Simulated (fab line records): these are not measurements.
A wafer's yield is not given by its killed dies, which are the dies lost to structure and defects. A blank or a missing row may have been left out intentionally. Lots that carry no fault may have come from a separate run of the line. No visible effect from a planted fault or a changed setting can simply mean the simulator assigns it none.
Chamber matching | flow sfqLine | cmp-01 running SFQ_TRILAYER_I1_CMP_CMP_046: 4 sister chambers
The step polishes SiO2. 4 wafers are shown with their chamber, then 9 later ones without.

== WAFERS PAIRED WITH THEIR CHAMBERS ==
wafer  | chamber | motorCurrentA (A)
L965.2 | 3       | 10.0
L965.5 | 0       | 8.9
L967.4 | 1       | 11.1
L967.6 | 2       | 9.9

== WAFERS WHOSE CHAMBER IS MISSING ==
wafer  | motorCurrentA (A)
L976.2 | 9.1
L976.5 | 10.2
L976.6 | 10.0
L978.4 | 10.0
L978.2 | 11.6
L978.6 | 10.4
L979.4 | 10.0
L979.3 | 8.9
L979.5 | 10.3

== WHICH CHAMBER EACH WENT THROUGH ==
wafer  | from the rows above          | in truth
L976.2 | 0                            | 0
L976.5 | can't be placed: 3 or 2      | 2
L976.6 | can't be placed: 3 or 2      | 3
L978.4 | can't be placed: 3 or 2      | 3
L978.2 | 1                            | 1
L978.6 | can't be placed: 3 or 2 or 1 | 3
L979.4 | can't be placed: 3 or 2      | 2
L979.3 | 0                            | 0
L979.5 | can't be placed: 3 or 2 or 1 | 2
Placed correctly: 3 of 9. Unplaceable from these rows: 6, with the true chamber sitting among the candidates in 6. Placed wrongly: 0.
How it was worked out, from the rows above alone: a wafer's distance from a chamber is the root of the sum, over the readings, of the square of ((its reading less the chamber's mean) divided by the reading's scatter). The wafer belongs to the nearest chamber; if the next one is less than 2 further off, it can't be placed. A chamber's mean is the mean of its shown wafers. The scatter: with one shown wafer a chamber, the root of the mean of the squares of how far each hidden wafer lies from its nearest shown one.
